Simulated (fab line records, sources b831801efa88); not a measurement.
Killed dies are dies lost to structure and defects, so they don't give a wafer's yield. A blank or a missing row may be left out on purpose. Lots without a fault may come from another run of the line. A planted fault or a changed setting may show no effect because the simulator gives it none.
fab line records | flow sfq_line
record lots=5 wafers=14 last_day=92
route steps=325 shown L0@4 L0V@16 M0@28
lots that met no fault: from a run of the same line without faults
start_h: hours from the record's first day to the start of the lot's first wafer shown | wait_h: hours since the lot's step before | " the same as in the row above | L1.1+2: a row that stands for several wafers | - no value, or no start given | * or withheld: withheld | < > ~ a bound
route shown NAME@n: a module of which the file shows steps, and the number in the route of the first | usual: mean/standard deviation of fault-free wafers | same: alike in all rows | chamber/n: place in a boat | sites: the reading at each site | _std_site: their standard deviation | _edge_site: outer sites' mean less inner sites' | radius_mm: how far each site lies from the wafer's centre | mask NAME#n: copy n | behind: the tool/chamber that last shaped the wafer | hold: why the lot was held/for how many hours/how that ended | device: the transistor (n, p or np) that didn't switch | end of line: the same wafers' tests at the end of the route | a step without rows: its recipe alone | killed: dies lost to structure and defects at the first sort, not the wafer's yield | map: a wafer's dies, x killed, . not, _ none there
set.NAME: the setting as run; set.NAME@STEP: as run at that earlier step | model.NAME: the simulator's own value behind a step, which no gauge read
lots at some steps of the route; a table a step, a row a wafer
services: from which hour (start_h, from the record's first day; less than 0 if before it) a tool's chamber was out of use, for how many hours, and why
## steps
# step SFQ_L0_RS_MEAS_901
# recipe thk_meas_gauge=four-point-probe reads=MoNx_KI_of_TRILAYER_L0_DEP_SPUTTER_003
# usual L0_MONX_KI_RS=43.5/0.47
# columns lot.wafer tool chamber start_h wait_h L0_MONX_KI_RS[ohm/sq]
L586.3 film_metro-01 - 32.61 0.1 44.1
L586.4 " - " " 43.3
L586.6 " - " " 43.8
L588.4 film_metro-04 - 42.62 0.1 44.2
L588.6 " - " " 44.0
L597.1 film_metro-04 - 87.56 0.0 43.4
L597.2 " - " " 44.0
L597.4 " - " " 43.4
L601.2 film_metro-02 - 107.58 0.1 44.0
L601.3 " - " " 43.7
L601.6 " - " " 44.0
L604.2 film_metro-02 - 122.58 0.1 43.7
L604.5 " - " " 43.7
L604.6 " - " " 43.8
# step SFQ_L0_THK_MEAS_902
# recipe thk_meas_gauge=xrf reads=MoNx_KI_of_TRILAYER_L0_DEP_SPUTTER_003
# usual L0_MONX_KI_THK=39.6/0.48
# columns lot.wafer tool chamber start_h wait_h L0_MONX_KI_THK[nm]
L586.3 film_metro-01 - 32.71 0.1 39.2
L586.4 " - " " 40.0
L586.6 " - " " 39.4
L588.4 film_metro-04 - 42.71 0.1 39.1
L588.6 " - " " 39.0
L597.1 film_metro-04 - 87.68 0.1 39.1
L597.2 " - " " 39.1
L597.4 " - " " 39.3
L601.2 film_metro-02 - 107.69 0.1 38.7
L601.3 " - " " 39.0
L601.6 " - " " 38.6
L604.2 film_metro-02 - 122.69 0.1 39.3
L604.5 " - " " 39.2
L604.6 " - " " 39.1
# step SFQ_TRILAYER_L0_LITHO_COAT_010
# recipe resist=BARC spin_rpm=3000 resist_thk_nm=62
# step SFQ_TRILAYER_L0_LITHO_COAT_005
# recipe resist=KrF spin_rpm=3000 resist_thk_nm=600
# step SFQ_TRILAYER_L0_LITHO_SOFTBAKE_009
# recipe temp_c=withheld time_s=withheld resist=KrF
# step SFQ_TRILAYER_L0_LITHO_EXPOSE_006
# recipe mask_id=L0 na=0.6 source_shape=conventional sigma_outer=0.65 target_cd_nm=2000 dose_mj=14.4
# step SFQ_TRILAYER_L0_LITHO_PEB_008
# recipe peb_temp_c=115 peb_time_s=60 resist=KrF
# step SFQ_TRILAYER_L0_LITHO_DEVELOP_007
# recipe time_s=60 resist=KrF
# step SFQ_TRILAYER_L0_BARC_OPEN_METAL_ETCH_010
# recipe mask_material=PR chemistry=O2 target_depth_nm=125 target=BARC icp_w=600 bias_w=80 pressure_mtorr=10 time_s=41.7
# usual drypump_motor_current_A=6.0/0.52 oes_product_au=0.685/0.0041
# columns lot.wafer tool chamber start_h wait_h drypump_motor_current_A oes_product_au rf_hours_counter_h
L586.3 rie_metal-02 1 107.68 0.1 5.9 0.690 -
L586.4 " 0 " " 6.3 0.693 -
L586.6 " 1 " " 5.9 0.679 -
L588.4 rie_metal-02 1 117.28 0.1 5.9 0.688 -
L588.6 " 1 " " 5.9 0.683 -
L597.1 rie_metal-04 1 164.54 0.1 5.1 0.681 23
L597.2 " 0 " " 6.4 0.687 28
L597.4 " 1 " " 5.1 0.683 -
L601.2 rie_metal-03 1 189.29 0.1 5.7 0.680 21
L601.3 " 0 " " 6.6 0.688 -
L601.6 " 1 " " 5.7 0.679 -
L604.2 rie_metal-04 1 206.51 0.1 5.2 0.690 29
L604.5 " 1 " " 5.2 0.690 -
L604.6 " 0 " " 6.4 0.682 -
# step SFQ_TRILAYER_L0_ETCH_METAL_ETCH_008
# recipe target=MoNx_KI stop_on=SiO2 mask_material=PR chemistry=SF6/O2 target_depth_nm=50 icp_w=600 bias_w=80 pressure_mtorr=10 time_s=25
# usual drypump_motor_current_A=6.0/0.52 oes_product_au=0.874/0.007
# columns lot.wafer tool chamber start_h wait_h drypump_motor_current_A oes_product_au rf_hours_counter_h
L586.3 rie_metal-02 1 107.74 0.0 5.9 0.870 -
L586.4 " 0 " " 6.3 0.878 -
L586.6 " 1 " " 5.9 0.861 -
L588.4 rie_metal-02 1 117.34 0.0 5.9 0.867 -
L588.6 " 1 " " 5.9 0.862 -
L597.1 rie_metal-04 1 164.60 0.0 5.1 0.870 23
L597.2 " 0 " " 6.4 0.872 28
L597.4 " 1 " " 5.2 0.874 -
L601.2 rie_metal-03 1 189.35 0.0 5.7 0.859 21
L601.3 " 0 " " 6.6 0.873 -
L601.6 " 1 " " 5.8 0.868 -
L604.2 rie_metal-04 1 206.57 0.0 5.2 0.883 29
L604.5 " 1 " " 5.1 0.874 -
L604.6 " 0 " " 6.4 0.873 -
# step SFQ_TRILAYER_L0_STRIP_STRIP_009
# recipe gas=O2 power_w=200 platen_temp_c=40 overash_fraction=0.65 chemistry=O2 pressure_mtorr=50
# usual drypump_motor_current_A=6.0/0.51 oes_product_au=0.997/0.0084
# same overash_fraction=0.65
# columns lot.wafer tool chamber start_h wait_h drypump_motor_current_A oes_product_au rf_hours_counter_h
L586.3 rie_metal-02 1 107.97 0.2 5.9 1.007 -
L586.4 " 0 " " 6.2 1.020 -
L586.6 " 1 " " 5.9 1.009 -
L588.4 rie_metal-02 1 117.57 0.2 5.9 1.002 -
L588.6 " 1 " " 5.9 1.004 -
L597.1 rie_metal-04 1 164.64 0.0 5.2 1.000 23
L597.2 " 0 " " 6.4 0.999 28
L597.4 " 1 " " 5.1 0.997 -
L601.2 rie_metal-03 1 189.39 0.0 5.7 0.981 21
L601.3 " 0 " " 6.6 0.994 -
L601.6 " 1 " " 5.7 0.992 -
L604.2 rie_metal-04 1 206.62 0.0 5.2 1.016 29
L604.5 " 1 " " 5.2 1.016 -
L604.6 " 0 " " 6.4 0.999 -
# step SFQ_TRILAYER_L0_STRIP_SOLV_CLEAN_010
# recipe chemistry=NMP temp_c=70 time_s=600
# step SFQ_TRILAYER_L0_CAP_PECVD_011
# recipe material=SiO2 temp_c=150 time_s=13.333 pressure_torr=2.4 rf_w=183.3 precursor=SiH4/N2O target_thk_nm=60
# usual heater_power_w=86/18 throttle_valve_pct=25.0/0.69
# columns lot.wafer tool chamber start_h wait_h heater_power_w throttle_valve_pct model.SiO2_of_TRILAYER_L0_CAP_PECVD_011.thk_nm
L586.3 pecvd-01 2 108.55 0.0 59 25.6 59.25
L586.4 " 1 " " 93 24.8 59.83
L586.6 " 2 " " 60 25.3 60.68
L588.4 pecvd-02 2 118.16 0.0 86 24.8 56.2
L588.6 " 1 " " 77 23.2 59.7
L597.1 pecvd-01 0 165.42 0.0 88 24.7 59.61
L597.2 " 1 " " 100 25.1 57.74
L597.4 " 2 " " 56 25.7 60.33
L601.2 pecvd-03 0 190.17 0.0 106 25.5 61.07
L601.3 " 1 " " 114 25.8 61.48
L601.6 " 1 " " 114 25.8 61.12
L604.2 pecvd-02 0 207.57 0.0 60 25.5 58.83
L604.5 " 0 " " 60 25.2 59.91
L604.6 " 1 " " 84 23.6 59.99
# step SFQ_TRILAYER_L0_VIA_LITHO_COAT_018
# recipe resist=BARC spin_rpm=3000 resist_thk_nm=62
# step SFQ_TRILAYER_L0_VIA_LITHO_COAT_013
# recipe resist=KrF spin_rpm=3000 resist_thk_nm=650
# step SFQ_TRILAYER_L0_VIA_LITHO_SOFTBAKE_017
# recipe temp_c=withheld time_s=withheld resist=KrF
# step SFQ_TRILAYER_L0_VIA_LITHO_EXPOSE_014
# recipe mask_id=L0V na=0.6 source_shape=conventional sigma_outer=0.65 target_cd_nm=700 dose_mj=21.3
# step SFQ_TRILAYER_L0_VIA_LITHO_PEB_016
# recipe peb_temp_c=115 peb_time_s=60 resist=KrF
# step SFQ_TRILAYER_L0_VIA_LITHO_DEVELOP_015
# recipe time_s=60 resist=KrF
# step SFQ_L0V_OVL_MEAS_903
# usual L0V_OVL=-1/4.9
# columns lot.wafer tool chamber start_h wait_h L0V_OVL[nm]
L586.3 overlay-02 - 190.50 0.1 5
L586.4 " - " " 3
L586.6 " - " " 3
L588.4 overlay-02 - 202.93 0.1 -10
L588.6 " - " " -12
L597.1 overlay-02 - 257.01 0.1 -1
L597.2 " - " " -2
L597.4 " - " " -5
L601.2 overlay-02 - 283.09 0.1 -6
L601.3 " - " " -8
L601.6 " - " " -9
L604.2 overlay-01 - 307.09 0.1 5
L604.5 " - " " -3
L604.6 " - " " 4
# step SFQ_TRILAYER_L0_VIA_BARC_OPEN_VIA_ETCH_021
# recipe mask_material=PR chemistry=O2 target_depth_nm=125 target=BARC source_w=500 bias_w=80 pressure_mtorr=30 time_s=41.7
# usual drypump_motor_current_A=5.4/0.53 oes_product_au=0.685/0.0047
# columns lot.wafer tool chamber start_h wait_h drypump_motor_current_A oes_product_au rf_hours_counter_h
L586.3 rie_diel-02 3 190.52 0.0 5.8 0.676 103
L586.4 " 0 " " 5.5 0.681 -
L586.6 " 3 " " 5.8 0.675 -
L588.4 rie_diel-02 3 202.95 0.0 5.8 0.686 104
L588.6 " 1 " " 5.0 0.681 -
L597.1 rie_diel-03 2 257.05 0.0 5.7 0.686 19
L597.2 " 1 " " 5.0 0.696 18
L597.4 " 0 " " 6.5 0.672 6
L601.2 rie_diel-02 1 283.12 0.0 5.0 0.680 137
L601.3 " 3 " " 5.8 0.690 105
L601.6 " 1 " " 5.0 0.682 -
L604.2 rie_diel-02 0 307.12 0.0 5.5 0.679 101
L604.5 " 3 " " 5.8 0.677 -
L604.6 " 2 " " 5.0 0.680 -
# step SFQ_TRILAYER_L0_VIA_ETCH_VIA_ETCH_016
# recipe target=SiO2 stop_on=MoNx_KI mask_material=PR chemistry=CHF3 target_depth_nm=80 source_w=500 bias_w=80 pressure_mtorr=30 time_s=withheld
# usual drypump_motor_current_A=5.4/0.52 oes_product_au=0.842/0.0073
# columns lot.wafer tool chamber start_h wait_h drypump_motor_current_A oes_product_au model.L0V.feature_depth_nm model.etch.depth_nm
L586.3 rie_diel-02 3 190.56 0.0 5.8 0.830 59.25 59.25
L586.4 " 0 " " 5.5 0.842 59.83 59.83
L586.6 " 3 " " 5.9 0.844 60.68 60.68
L588.4 rie_diel-02 3 202.99 0.0 5.8 0.822 56.2 56.2
L588.6 " 1 " " 5.0 0.839 59.7 59.7
L597.1 rie_diel-03 2 257.09 0.0 5.8 0.838 59.61 59.61
L597.2 " 1 " " 5.0 0.825 57.74 57.74
L597.4 " 0 " " 6.5 0.847 60.33 60.33
L601.2 rie_diel-02 1 283.16 0.0 5.0 0.857 61.07 61.07
L601.3 " 3 " " 5.8 0.855 61.48 61.48
L601.6 " 1 " " 5.0 0.857 61.12 61.12
L604.2 rie_diel-02 0 307.16 0.0 5.5 0.837 58.83 58.83
L604.5 " 3 " " 5.8 0.846 59.91 59.91
L604.6 " 2 " " 5.0 0.843 59.99 59.99
# step SFQ_TRILAYER_L0_VIA_STRIP_STRIP_017
# recipe gas=O2 power_w=200 platen_temp_c=40 overash_fraction=0.65 chemistry=O2 pressure_mtorr=50
# step SFQ_TRILAYER_L0_VIA_STRIP_SOLV_CLEAN_018
# recipe chemistry=NMP temp_c=70 time_s=600
# step SFQ_TRILAYER_M0_DEP_PRE_CLEAN_020
# recipe gas=Ar time_s=15 bias_v=250
# columns lot.wafer tool chamber start_h wait_h model.SiO2_of_TRILAYER_L0_CAP_PECVD_011.thk_nm
L586.3 pvd_sputter-06 - 191.39 0.0 54.25
L586.4 " - " " 54.83
L586.6 " - " " 55.68
L588.4 pvd_sputter-05 - 203.81 0.0 51.2
L588.6 " - " " 54.7
L597.1 pvd_sputter-06 - 257.91 0.0 54.61
L597.2 " - " " 52.74
L597.4 " - " " 55.33
L601.2 pvd_sputter-05 - 283.98 0.0 56.07
L601.3 " - " " 56.48
L601.6 " - " " 56.12
L604.2 pvd_sputter-05 - 307.98 0.0 53.83
L604.5 " - " " 54.91
L604.6 " - " " 54.99
# step SFQ_TRILAYER_M0_DEP_SPUTTER_019
# recipe material=Nb base_pressure_pa=1.33e-06 chamber_pressure_pa=0.1333 substrate_temp_c=20 resputter_cathode_voltage_v=400 target_thk_nm=200 power_w=2000 time_s=133.3
# usual throttle_valve_pct=29.7/0.76
# columns lot.wafer tool chamber start_h wait_h throttle_valve_pct
L586.3 pvd_sputter-06 - 191.41 0.0 29.7
L586.4 " - " " 28.7
L586.6 " - " " 29.6
L588.4 pvd_sputter-05 - 203.83 0.0 30.3
L588.6 " - " " 29.4
L597.1 pvd_sputter-06 - 257.93 0.0 29.6
L597.2 " - " " 29.5
L597.4 " - " " 29.8
L601.2 pvd_sputter-05 - 284.01 0.0 29.2
L601.3 " - " " 29.5
L601.6 " - " " 29.7
L604.2 pvd_sputter-05 - 308.01 0.0 30.2
L604.5 " - " " 28.8
L604.6 " - " " 29.5
## services
# columns tool chamber start_h hours kind
rie_diel-03 - 104.75 2.8 pm
pvd_sputter-05 - 120.05 2.0 repair
rie_metal-04 - 122.35 2.8 pm
rie_diel-03 2 127.90 6.5 repair
rie_metal-03 - 128.40 0.9 repair
rie_diel-02 - 131.54 15.6 pm
rie_metal-02 1 134.63 2.8 repair
rie_metal-02 0 136.72 4.3 repair
rie_diel-03 2 144.82 1.8 repair
rie_diel-02 2 150.39 52.5 repair
rie_diel-03 0 166.15 1.6 repair
rie_metal-04 1 166.51 7.1 repair
rie_diel-03 - 166.93 0.7 repair
rie_metal-02 - 172.43 0.8 repair
pecvd-01 - 174.67 6.0 pm
rie_diel-02 0 198.23 2.0 repair
rie_diel-02 2 216.32 4.4 repair
rie_diel-03 2 224.86 3.7 repair
rie_diel-03 0 239.54 11.6 repair
pvd_sputter-06 - 244.28 5.7 repair
rie_metal-02 - 253.29 14.6 pm
rie_metal-04 - 259.33 0.8 repair
rie_diel-02 - 276.77 0.5 repair
pecvd-01 - 286.89 2.8 pm
## key
first_sign none at tools or gauges
model_effect step=SFQ_TRILAYER_L0_CAP_PECVD_011 value=SiO2_of_TRILAYER_L0_CAP_PECVD_011.thk_nm without=60.05 struck=56.2
model_effect step=SFQ_TRILAYER_L0_VIA_ETCH_VIA_ETCH_016 value=L0V.feature_depth_nm without=60.05 struck=56.2
model_effect step=SFQ_TRILAYER_M0_DEP_PRE_CLEAN_020 value=SiO2_of_TRILAYER_L0_CAP_PECVD_011.thk_nm without=55.05 struck=51.2
met_at SFQ_TRILAYER_L0_CAP_PECVD_011
struck_wafers L588.4
fault kind=process_parameter_drift tool=pecvd-02 chamber=- onset_h=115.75 steps=SFQ_TRILAYER_L0_CAP_PECVD_011 channel=target_thk_nm offset=-3.8197 shape=step end_h=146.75 scope=struck_wafers_only acts_in=these_recipes_only stated=60
